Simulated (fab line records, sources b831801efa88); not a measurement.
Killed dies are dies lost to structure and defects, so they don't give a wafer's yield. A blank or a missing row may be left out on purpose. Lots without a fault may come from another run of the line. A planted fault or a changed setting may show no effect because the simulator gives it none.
Chamber matching | flow sky130 | SKY_CONTACT_CMP_04 on cmp-01: 4 sister chambers
The step polishes SiO2. 14 wafers are shown with their chamber, then 7 later ones without.

WAFERS WITH THEIR CHAMBER
wafer  | chamber | slurry_flow_ml_min | motor_current_A (A) | time_to_endpoint_s (s)
L136.1 | 0       | 150.0              | 12.4                | 84
L136.5 | 2       | 150.0              | 12.5                | 78
L136.6 | 1       | 150.6              | 13.9                | 83
L137.1 | 0       | 150.3              | 12.1                | 81
L137.2 | 1       | 150.2              | 13.2                | 71
L137.6 | 2       | 150.2              | 13.3                | 88
L138.2 | 1       | 150.2              | 13.4                | 75
L138.3 | 2       | 150.2              | 13.0                | 86
L138.5 | 0       | 149.6              | 11.8                | 86
L141.2 | 1       | 150.0              | 13.0                | 76
L141.3 | 3       | 149.1              | 12.7                | 76
L141.6 | 1       | 149.7              | 13.1                | 69
L142.3 | 0       | 149.4              | 12.6                | 84
L142.5 | 0       | 150.0              | 12.2                | 83

SIGNATURES (means of the wafers above)
reading            | chamber 0 | chamber 1 | chamber 2 | chamber 3 | scatter within a chamber
slurry_flow_ml_min | 149.860   | 150.140   | 150.133   | 149.100   | 0.312
motor_current_A    | 12.220    | 13.320    | 12.933    | 12.700    | 0.347
time_to_endpoint_s | 83.60     | 74.80     | 84.00     | 76.00     | 4.31
Rule: a wafer's distance from a chamber is the root of the sum, over the readings, of the square of ((its reading less the chamber's mean) divided by the reading's scatter). The wafer belongs to the nearest chamber; if the next one is less than 2 further off, it can't be placed. The scatter: the root of (the sum of the squares of (reading less its chamber's mean) over the shown wafers, divided by (wafers less chambers)).

WAFERS WITHOUT THEIR CHAMBER
wafer  | slurry_flow_ml_min | motor_current_A (A) | time_to_endpoint_s (s)
L142.6 | 150.0              | 13.2                | 79
L144.1 | 149.8              | 12.9                | 79
L144.3 | 150.5              | 13.0                | 84
L144.4 | 150.5              | 12.3                | 87
L146.3 | 149.7              | 13.5                | 81
L146.5 | 150.9              | 13.1                | 88
L146.6 | 149.5              | 13.1                | 75

WHICH CHAMBER EACH WENT THROUGH
wafer  | from the rows above               | in truth
L142.6 | can't be placed: 1 or 2 or 0      | 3
L144.1 | can't be placed: 2 or 1 or 0 or 3 | 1
L144.3 | can't be placed: 2 or 1 or 0      | 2
L144.4 | can't be placed: 0 or 2           | 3
L146.3 | can't be placed: 1 or 2 or 3 or 0 | 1
L146.5 | can't be placed: 2 or 1 or 0      | 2
L146.6 | can't be placed: 3 or 1 or 2 or 0 | 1
Placed correctly: 0 of 7. Can't be placed from these rows: 7 (the true chamber is among the candidates in 5). Placed wrongly: 0.
